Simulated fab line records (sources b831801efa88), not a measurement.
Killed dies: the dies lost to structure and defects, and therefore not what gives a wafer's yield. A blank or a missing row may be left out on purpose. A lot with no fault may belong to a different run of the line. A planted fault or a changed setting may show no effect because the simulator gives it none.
fab line records | flow gf180mcu | part 1 of 2: steps 1 to 28 of 38
record: lots: 5 wafers: 15 last-day: 33
route steps=602 shown CONTACT@304 M1@315 V1@335
lots that met no fault: taken from a fault-free run of the same line
start-h: hours from the record's opening day to when the first of the lot's shown wafers began | wait-h: hours from the lot's prior step to this one | " as in the row above | L1.1+2: several wafers, shown together as one row | - no value, or no start was given | * or withheld: withheld | < > ~ a bound
route shown NAME@n: names a module that has steps shown in the file, with the first one's number in the route | usual: mean/standard deviation of fault-free wafers | same: alike in all rows | chamber/n: place in a boat | sites: readings site by site | _std_site: the values' standard deviation | _edge_site: mean of outer sites minus mean of inner sites | radius-mm: how far each site lies from the wafer's centre | mask NAME#n: copy n | behind: tool/chamber where the wafer was last shaped | hold: why the lot went on hold/how many hours it stayed there/how the hold came to an end | device: the n, p or np transistor that did not switch | end of line: tests of these same wafers at the route's end | a step with no rows: only its recipe | killed: dies that structure and defects cost at the first sort, which is not the same as the wafer's yield | map: a wafer's dies, marking killed ones x, the rest . and places with no die _
set.NAME: the run value of the setting; set.NAME@STEP: its run value at that earlier step | model.NAME: the simulator's own value behind a step, which no gauge read
a table for each step, a row for each wafer; lots at some steps of the route
services: from which hour (start-h, from the record's first day; less than 0 if before it) a tool's chamber was out of use, for how many hours, and why
== steps ==
step: GF_CONTACT_ETCH_17
recipe: chemistry: C4F8/O2/Ar mask-material: KrF target: SiO2 stop-on: CoSi2 source-w: 1500 bias-w: 1200 pressure-mtorr: 40 c4f8-flow-sccm: withheld O2_flow_sccm: 6 Ar_flow_sccm: 300 time-s: withheld target-depth-a: 8600
usual: oes-product-au: 0.814/0.005
columns lot.wafer tool chamber start-h wait-h oes-product-au
L085.1 rie-diel-03 3 - - 0.826
L085.4 " 1 " " 0.806
L085.5 " 1 " " 0.819
L086.2 rie-diel-03 3 - - 0.816
L086.4 " 2 " " 0.817
L086.5 " 0 " " 0.810
L088.3 rie-diel-04 2 - - 0.817
L088.4 " 0 " " 0.823
L088.5 " 1 " " 0.820
L090.2 rie-diel-01 1 - - 0.814
L090.4 " 2 " " 0.811
L090.5 " 0 " " 0.817
L094.1 rie-diel-03 0 - - 0.813
L094.2 " 1 " " 0.821
L094.6 " 2 " " 0.819
step: GF_CONTACT_STRIP_18
recipe: chemistry: O2/N2 power-w: 1400 pressure-mtorr: 1500 platen-temp-c: 250 o2-flow-sccm: 3000 n2-flow-sccm: 300 overash-fraction: 0.5
usual: drypump-motor-current-A: 5.7/0.64 heater-power-w: 324/27 oes-product-au: 0.580/0.0051 platen-temp-c: 250.00/0.18
columns lot.wafer tool chamber start-h wait-h drypump-motor-current-A heater-power-w oes-product-au platen-temp-c rf-hours-counter-h
L085.1 plasma-asher-03 0 462.74 - 4.8 379 0.580 250.10 36
L085.4 " 0 " " 4.8 375 0.587 250.16 -
L085.5 " 1 " " 6.5 312 0.583 249.91 -
L086.2 plasma-asher-04 0 472.09 - 5.2 313 0.587 249.84 4
L086.4 " 1 " " 6.2 348 0.581 249.92 -
L086.5 " 0 " " 5.1 316 0.576 249.72 -
L088.3 plasma-asher-03 1 486.45 - 6.5 302 0.582 249.98 -
L088.4 " 0 " " 4.7 364 0.589 250.06 -
L088.5 " 0 " " 4.8 363 0.576 250.52 -
L090.2 plasma-asher-01 0 505.34 - 5.6 323 0.586 249.77 76
L090.4 " 1 " " 6.3 276 0.569 250.19 -
L090.5 " 0 " " 5.6 326 0.572 249.91 -
L094.1 plasma-asher-04 1 533.07 - 6.2 349 0.580 249.88 9
L094.2 " 0 " " 5.1 311 0.567 250.20 9
L094.6 " 1 " " 6.2 346 0.574 249.62 -
step: GF_CONTACT_CLEAN_19
recipe: chemistry: SPM
columns lot.wafer tool chamber start-h wait-h
L085.1+4+5 wet-bench-02 0 462.84 0.1
L086.2+4+5 wet-bench-02 1 472.19 0.1
L088.3+4+5 wet-bench-04 1 486.52 0.0
L090.2+4+5 wet-bench-03 0 505.44 0.1
L094.1+2+6 wet-bench-02 3 533.17 0.1
step: GF_CONTACT_CLEAN_20
recipe: chemistry: DIW
columns lot.wafer tool chamber start-h wait-h
L085.1+4+5 wet-bench-04 1 462.94 0.0
L086.2+4+5 wet-bench-03 2 472.28 0.0
L088.3+4+5 wet-bench-03 0 486.61 0.0
L090.2+4+5 wet-bench-04 3 505.53 0.0
L094.1+2+6 wet-bench-03 2 533.26 0.0
step: GF_CONTACT_CLEAN_21
recipe: chemistry: dHF time-s: 20 dilution: 100:1 dry: ipa-marangoni
columns lot.wafer tool chamber start-h wait-h
L085.1+4+5 wet-bench-03 3 463.04 0.0
L086.2+4+5 wet-bench-04 2 472.37 0.0
L088.3+4+5 wet-bench-04 3 486.70 0.0
L090.2+4+5 wet-bench-02 2 505.62 0.0
L094.1+2+6 wet-bench-02 2 533.35 0.0
step: GF_CONTACT_SPUTTER_22
recipe: material: Ti target-thk-nm: 15 chamber-pressure-pa: 5 power-w: 2500 substrate-temp-c: 200 time-s: 80.02
usual: throttle-valve-pct: 30.0/0.97
columns lot.wafer tool chamber start-h wait-h throttle-valve-pct
L085.1 pvd-sputter-01 - 463.05 0.0 29.2
L085.4 " - " " 30.1
L085.5 " - " " 29.0
L086.2 pvd-sputter-03 - 472.38 0.0 31.2
L086.4 " - " " 29.8
L086.5 " - " " 30.3
L088.3 pvd-sputter-03 - 486.71 0.0 30.5
L088.4 " - " " 31.5
L088.5 " - " " 31.4
L090.2 pvd-sputter-04 - 505.63 0.0 29.7
L090.4 " - " " 28.7
L090.5 " - " " 30.0
L094.1 pvd-sputter-03 - 533.36 0.0 30.5
L094.2 " - " " 29.8
L094.6 " - " " 30.0
step: GF_CONTACT_SPUTTER_23
recipe: material: TiN target-thk-nm: 10 chamber-pressure-pa: 5 power-w: 4000 time-s: 40
usual: throttle-valve-pct: 29.9/0.97
columns lot.wafer tool chamber start-h wait-h throttle-valve-pct
L085.1 pvd-sputter-01 - 463.12 0.0 29.1
L085.4 " - " " 30.0
L085.5 " - " " 28.9
L086.2 pvd-sputter-03 - 472.44 0.0 31.3
L086.4 " - " " 30.1
L086.5 " - " " 30.2
L088.3 pvd-sputter-03 - 486.77 0.0 30.6
L088.4 " - " " 31.3
L088.5 " - " " 31.2
L090.2 pvd-sputter-04 - 505.69 0.0 29.9
L090.4 " - " " 28.8
L090.5 " - " " 29.7
L094.1 pvd-sputter-03 - 533.42 0.0 30.6
L094.2 " - " " 30.2
L094.6 " - " " 30.2
step: GF_CONTACT_CVD_24
recipe: material: W target-thk-nm: 300 time-s: 90.339 temp-c: 400 pressure-torr: 40
usual: heater-power-w: 886/34 susceptor-temp-C: 399.99/0.22
columns lot.wafer tool chamber start-h wait-h heater-power-w susceptor-temp-C
L085.1 cvd-w-01 1 463.16 0.0 821 399.87
L085.4 " 0 " " 908 400.19
L085.5 " 1 " " 817 399.52
L086.2 cvd-w-01 0 472.48 0.0 927 400.29
L086.4 " 1 " " 840 400.16
L086.5 " 1 " " 813 400.02
L088.3 cvd-w-02 0 486.85 0.1 854 399.66
L088.4 " 1 " " 868 399.94
L088.5 " 1 " " 881 399.97
L090.2 cvd-w-02 1 505.73 0.0 897 400.25
L090.4 " 0 " " 900 400.07
L090.5 " 0 " " 867 400.49
L094.1 cvd-w-01 0 533.46 0.0 936 400.07
L094.2 " 1 " " 839 399.82
L094.6 " 0 " " 949 400.29
step: GF_CONTACT_RS_MEAS_25
recipe: thk-meas-gauge: four-point-probe reads: W_of_CONTACT_CVD_24+TiN_of_CONTACT_SPUTTER_23+Ti_of_CONTACT_SPUTTER_22
usual: CONTACT_W_RS: 0.379/0.0048
columns lot.wafer tool chamber start-h wait-h CONTACT_W_RS[ohm/sq]
L085.1 film-metro-01 - 463.26 0.1 0.376
L085.4 " - " " 0.379
L085.5 " - " " 0.379
L086.2 film-metro-01 - 472.60 0.1 0.378
L086.4 " - " " 0.384
L086.5 " - " " 0.381
L088.3 film-metro-04 - 486.95 0.1 0.376
L088.4 " - " " 0.387
L088.5 " - " " 0.382
L090.2 film-metro-01 - 505.85 0.1 0.386
L090.4 " - " " 0.376
L090.5 " - " " 0.371
L094.1 film-metro-04 - 533.56 0.1 0.378
L094.2 " - " " 0.383
L094.6 " - " " 0.377
step: GF_CONTACT_THK_MEAS_26
recipe: thk-meas-gauge: xrf reads: W_of_CONTACT_CVD_24
usual: CONTACT_W_THK: 300/4
columns lot.wafer tool chamber start-h wait-h CONTACT_W_THK[nm]
L085.1 film-metro-01 - 463.38 0.1 302
L085.4 " - " " 301
L085.5 " - " " 299
L086.2 film-metro-01 - 472.71 0.1 301
L086.4 " - " " 297
L086.5 " - " " 297
L088.3 film-metro-04 - 487.05 0.1 302
L088.4 " - " " 294
L088.5 " - " " 298
L090.2 film-metro-01 - 505.96 0.1 294
L090.4 " - " " 302
L090.5 " - " " 307
L094.1 film-metro-04 - 533.68 0.1 298
L094.2 " - " " 295
L094.6 " - " " 300
step: GF_CONTACT_CMP_27
recipe: stop-on: SiO2 down-force-psi: 3.5 platen-rpm: 60 t-overpolish-s: 15 target-thk-nm: 0 pad-velocity-m-s: 0.94248
usual: edge-zone-pressure-frac: 1.000/0.0049 motor-current-A: 11.2/0.94 overpolish-run-s: 15.000/0.01 platen-rpm: 60.00/0.037 time-to-endpoint-s: 72/3.1
columns lot.wafer tool chamber start-h wait-h edge-zone-pressure-frac motor-current-A overpolish-run-s platen-rpm time-to-endpoint-s
L085.1 cmp-01 3 463.49 0.1 0.995 11.5 15.018 59.95 78
L085.4 " 0 " " 1.005 9.5 14.983 60.00 71
L085.5 " 3 " " 1.001 11.2 14.987 59.95 76
L086.4 cmp-01 1 472.86 0.1 1.001 12.4 14.979 59.94 74
L086.2 " 2 " " 1.000 10.3 15.014 59.97 80
L086.5 " 0 " " 1.000 9.7 15.014 60.03 73
L088.3 cmp-02 1 487.09 0.0 1.003 11.8 14.992 60.06 76
L088.4 " 0 " " 0.999 11.8 15.004 59.98 69
L088.5 " 2 " " 0.999 12.1 15.002 59.96 74
L090.2 cmp-02 0 506.01 0.0 1.011 11.2 14.985 60.03 72
L090.4 " 2 " " 1.005 12.4 14.993 60.02 77
L090.5 " 0 " " 1.011 11.9 14.996 59.98 77
L094.2 cmp-01 3 533.74 0.0 0.998 11.0 14.991 60.04 75
L094.1 " 2 " " 1.002 9.6 14.991 60.01 80
L094.6 " 0 " " 1.005 9.3 14.992 59.96 76
step: GF_M1_SPUTTER_00
recipe: material: Ti target-thk-nm: 37.5 arriving-ion-energy-ev: 80 substrate-temp-c: 200 chamber-pressure-pa: 2 power-w: 4000 time-s: 150
usual: throttle-valve-pct: 30.2/1.2
columns lot.wafer tool chamber start-h wait-h throttle-valve-pct
L085.1 pvd-sputter-04 - 463.74 0.2 29.9
L085.4 " - " " 28.7
L085.5 " - " " 30.2
L086.2 pvd-sputter-01 - 473.06 0.1 30.4
L086.4 " - " " 30.0
L086.5 " - " " 29.1
L088.3 pvd-sputter-02 - 487.39 0.2 29.9
L088.4 " - " " 31.6
L088.5 " - " " 32.0
L090.2 pvd-sputter-01 - 506.31 0.2 28.1
L090.4 " - " " 30.2
L090.5 " - " " 28.9
L094.1 pvd-sputter-01 - 534.04 0.1 27.9
L094.2 " - " " 30.4
L094.6 " - " " 30.3
step: GF_M1_SPUTTER_01
recipe: material: TiN target-thk-nm: 30 power-w: 6500 time-s: 25 chamber-pressure-pa: 0.4
usual: throttle-valve-pct: 30.2/1.2
columns lot.wafer tool chamber start-h wait-h throttle-valve-pct
L085.1 pvd-sputter-04 - 463.84 0.1 29.9
L085.4 " - " " 28.7
L085.5 " - " " 30.3
L086.2 pvd-sputter-01 - 473.16 0.1 30.3
L086.4 " - " " 30.2
L086.5 " - " " 28.9
L088.3 pvd-sputter-02 - 487.49 0.1 29.9
L088.4 " - " " 31.4
L088.5 " - " " 31.8
L090.2 pvd-sputter-01 - 506.41 0.1 27.8
L090.4 " - " " 30.2
L090.5 " - " " 29.1
L094.1 pvd-sputter-01 - 534.14 0.1 27.8
L094.2 " - " " 30.1
L094.6 " - " " 30.6
step: GF_M1_SPUTTER_02
recipe: material: AlCu target-thk-nm: 450 power-w: 10600 time-s: 23.9 chamber-pressure-pa: 0.4
usual: throttle-valve-pct: 30.2/1.2
columns lot.wafer tool chamber start-h wait-h throttle-valve-pct
L085.1 pvd-sputter-04 - 463.87 0.0 29.9
L085.4 " - " " 28.7
L085.5 " - " " 30.3
L086.2 pvd-sputter-01 - 473.19 0.0 30.1
L086.4 " - " " 30.0
L086.5 " - " " 29.2
L088.3 pvd-sputter-02 - 487.52 0.0 29.7
L088.4 " - " " 31.6
L088.5 " - " " 32.0
L090.2 pvd-sputter-01 - 506.44 0.0 28.0
L090.4 " - " " 30.2
L090.5 " - " " 28.9
L094.1 pvd-sputter-01 - 534.17 0.0 27.7
L094.2 " - " " 30.4
L094.6 " - " " 30.2
step: GF_M1_SPUTTER_03
recipe: material: Ti target-thk-nm: 10 substrate-temp-c: 300 chamber-pressure-pa: 0.3 power-w: 3000 time-s: 6.7
usual: throttle-valve-pct: 30.2/1.2
columns lot.wafer tool chamber start-h wait-h throttle-valve-pct
L085.1 pvd-sputter-04 - 463.90 0.0 29.9
L085.4 " - " " 28.6
L085.5 " - " " 29.9
L086.2 pvd-sputter-01 - 473.22 0.0 30.4
L086.4 " - " " 29.9
L086.5 " - " " 28.9
L088.3 pvd-sputter-02 - 487.55 0.0 29.8
L088.4 " - " " 31.5
L088.5 " - " " 31.9
L090.2 pvd-sputter-01 - 506.47 0.0 27.8
L090.4 " - " " 30.2
L090.5 " - " " 29.0
L094.1 pvd-sputter-01 - 534.20 0.0 27.8
L094.2 " - " " 30.2
L094.6 " - " " 30.3
step: GF_M1_SPUTTER_04
recipe: material: TiN target-thk-nm: 50 power-w: 6500 time-s: 41.7 chamber-pressure-pa: 0.4
usual: throttle-valve-pct: 30.2/1.2
columns lot.wafer tool chamber start-h wait-h throttle-valve-pct
L085.1 pvd-sputter-04 - 463.92 0.0 29.9
L085.4 " - " " 28.6
L085.5 " - " " 29.8
L086.2 pvd-sputter-01 - 473.24 0.0 30.5
L086.4 " - " " 29.8
L086.5 " - " " 28.9
L088.3 pvd-sputter-02 - 487.57 0.0 30.0
L088.4 " - " " 31.3
L088.5 " - " " 31.7
L090.2 pvd-sputter-01 - 506.49 0.0 27.8
L090.4 " - " " 30.5
L090.5 " - " " 28.9
L094.1 pvd-sputter-01 - 534.22 0.0 27.8
L094.2 " - " " 30.2
L094.6 " - " " 30.1
step: GF_M1_RS_MEAS_05
recipe: thk-meas-gauge: four-point-probe reads: TiN_of_M1_SPUTTER_04+Ti_of_M1_SPUTTER_03+AlCu_of_M1_SPUTTER_02+TiN_of_M1_SPUTTER_01+Ti_of_M1_SPUTTER_00
usual: M1_ALCU_RS: 0.0695/0.00083
columns lot.wafer tool chamber start-h wait-h M1_ALCU_RS[ohm/sq]
L085.1 film-metro-03 - 463.96 0.0 0.0701
L085.4 " - " " 0.0708
L085.5 " - " " 0.0702
L086.2 film-metro-02 - 473.30 0.0 0.0690
L086.4 " - " " 0.0698
L086.5 " - " " 0.0705
L088.3 film-metro-02 - 487.65 0.1 0.0701
L088.4 " - " " 0.0690
L088.5 " - " " 0.0680
L090.2 film-metro-01 - 506.55 0.0 0.0694
L090.4 " - " " 0.0689
L090.5 " - " " 0.0694
L094.1 film-metro-02 - 534.26 0.0 0.0706
L094.2 " - " " 0.0700
L094.6 " - " " 0.0697
step: GF_M1_THK_MEAS_06
recipe: thk-meas-gauge: xrf reads: AlCu_of_M1_SPUTTER_02
usual: M1_ALCU_THK: 449/5.4
columns lot.wafer tool chamber start-h wait-h M1_ALCU_THK[nm]
L085.1 film-metro-03 - 464.08 0.1 446
L085.4 " - " " 439
L085.5 " - " " 445
L086.2 film-metro-02 - 473.41 0.1 450
L086.4 " - " " 447
L086.5 " - " " 442
L088.3 film-metro-02 - 487.75 0.1 446
L088.4 " - " " 452
L088.5 " - " " 458
L090.2 film-metro-01 - 506.66 0.1 451
L090.4 " - " " 454
L090.5 " - " " 449
L094.1 film-metro-02 - 534.38 0.1 444
L094.2 " - " " 445
L094.6 " - " " 448
step: GF_M1_DEHYDRATE_07
recipe: temp-c: 200 time-s: 60
columns lot.wafer tool chamber start-h wait-h
L085.1+4+5 litho-track-04 0 475.57 11.5
L086.2+4+5 litho-track-01 0 485.29 11.9
L088.3+4+5 litho-track-03 0 499.31 11.5
L090.2+4+5 litho-track-01 0 517.19 10.5
L094.1+2+6 litho-track-01 0 544.62 10.2
step: GF_M1_HMDS_08
recipe: prime-time-s: 60 prime-temp-c: 120
columns lot.wafer tool chamber start-h wait-h
L085.1+4+5 litho-track-04 0 475.72 0.1
L086.2+4+5 litho-track-01 0 485.44 0.1
L088.3+4+5 litho-track-03 0 499.46 0.1
L090.2+4+5 litho-track-01 0 517.34 0.1
L094.1+2+6 litho-track-01 0 544.77 0.1
step: GF_M1_COAT_09
recipe: resist: KrF spin-rpm: withheld resist-thk-nm: 1000
columns lot.wafer tool chamber start-h wait-h
L085.1+4+5 litho-track-04 0 475.87 0.1
L086.2+4+5 litho-track-01 0 485.59 0.1
L088.3+4+5 litho-track-03 0 499.61 0.1
L090.2+4+5 litho-track-01 0 517.49 0.1
L094.1+2+6 litho-track-01 0 544.92 0.1
step: GF_M1_SOFTBAKE_10
recipe: temp-c: 130 time-s: 60 resist: KrF
columns lot.wafer tool chamber start-h wait-h
L085.1+4+5 litho-track-04 0 476.02 0.1
L086.2+4+5 litho-track-01 0 485.74 0.1
L088.3+4+5 litho-track-03 0 499.76 0.1
L090.2+4+5 litho-track-01 0 517.64 0.1
L094.1+2+6 litho-track-01 0 545.07 0.1
step: GF_M1_EXPOSE_11
recipe: mask-id: Metal1 target-cd-nm: 230 na: 0.68 source-shape: conventional sigma-outer: 0.6 dose-mj: 28
columns lot.wafer tool chamber start-h wait-h mask
L085.1+4+5 krf-scanner-02 0 - - Metal1#0
L086.2+4+5 krf-scanner-02 0 - - Metal1#0
L088.3+4+5 krf-scanner-01 0 - - Metal1#0
L090.2+4+5 krf-scanner-02 0 - - Metal1#0
L094.1+2+6 krf-scanner-02 0 - - Metal1#0
step: GF_M1_PEB_12
recipe: peb-temp-c: 135 peb-time-s: 90 resist: KrF
columns lot.wafer tool chamber start-h wait-h
L085.1+4+5 litho-track-04 0 - -
L086.2+4+5 litho-track-04 0 - -
L088.3+4+5 litho-track-01 0 - -
L090.2+4+5 litho-track-01 0 - -
L094.1+2+6 litho-track-03 0 - -
step: GF_M1_DEVELOP_13
recipe: develop-time-s: 60 dev-temp-c: 21
same: develop-time-s: 60
columns lot.wafer tool chamber start-h wait-h
L085.1+4+5 litho-track-04 0 488.12 0.2
L086.2+4+5 litho-track-04 0 497.35 0.2
L088.3+4+5 litho-track-01 0 511.97 0.1
L090.2+4+5 litho-track-01 0 528.89 0.2
L094.1+2+6 litho-track-03 0 556.41 0.2
step: GF_M1_CD_MEAS_14
recipe: target-cd-nm: 230
usual: cd-nm: 229.8/1.2
columns lot.wafer tool chamber start-h wait-h cd-nm
L085.1 cd-sem-02 - 488.27 0.1 230.5
L085.4 " - " " 229.2
L085.5 " - " " 229.8
L086.2 cd-sem-02 - 497.49 0.1 229.1
L086.4 " - " " 227.2
L086.5 " - " " 229.4
L088.3 cd-sem-02 - 512.11 0.1 229.8
L088.4 " - " " 231.3
L088.5 " - " " 230.1
L090.2 cd-sem-01 - 529.04 0.1 229.2
L090.4 " - " " 228.3
L090.5 " - " " 229.6
L094.1 cd-sem-01 - 556.56 0.1 230.9
L094.2 " - " " 229.3
L094.6 " - " " 231.2
step: GF_M1_OVL_MEAS_15
usual: M1_OVL: -3/7.1
columns lot.wafer tool chamber start-h wait-h M1_OVL[nm]
L085.1 overlay-01 - 488.39 0.1 3
L085.4 " - " " 0
L085.5 " - " " 3
L086.2 overlay-02 - 497.60 0.1 2
L086.4 " - " " -1
L086.5 " - " " -6
L088.3 overlay-01 - 512.20 0.1 -6
L088.4 " - " " 4
L088.5 " - " " -1
L090.2 overlay-01 - 529.14 0.1 -9
L090.4 " - " " -9
L090.5 " - " " -6
L094.1 overlay-02 - 556.68 0.1 -5
L094.2 " - " " -2
L094.6 " - " " -9
step: GF_M1_METAL_ETCH_16
recipe: chemistry: Cl2/BCl3 mask-material: KrF target-depth-nm: 627.5 stop-on: SiO2 pressure-mtorr: 8 icp-w: 800 bias-w: 140 Cl2_flow_sccm: 80 bcl3-flow-sccm: 40 time-s: 104.6
usual: drypump-motor-current-A: 5.2/0.45 oes-product-au: 0.970/0.0069 throttle-valve-pct: 28.251/0.011
columns lot.wafer tool chamber start-h wait-h drypump-motor-current-A oes-product-au rf-hours-counter-h throttle-valve-pct
L085.1 rie-metal-04 0 488.43 0.0 5.0 0.969 6 28.254
L085.4 " 1 " " 5.1 0.965 - 28.264
L085.5 " 0 " " 5.0 0.970 - 28.256
L086.2 rie-metal-01 0 497.63 0.0 5.7 0.971 12 28.245
L086.4 " 0 " " 5.7 0.966 - 28.258
L086.5 " 0 " " 5.7 0.964 - 28.265
L088.3 rie-metal-02 0 512.26 0.1 6.1 0.964 - 28.271
L088.4 " 1 " " 4.9 0.982 - 28.250
L088.5 " 0 " " 6.1 0.974 - 28.245
L090.2 rie-metal-01 0 529.17 0.0 5.7 0.970 0 28.228
L090.4 " 0 " " 5.7 0.981 - 28.253
L090.5 " 0 " " 5.7 0.965 - 28.245
L094.1 rie-metal-02 0 556.71 0.0 6.1 0.965 6 28.251
L094.2 " 1 " " 4.9 0.975 9 28.239
L094.6 " 1 " " 4.9 0.978 - 28.245
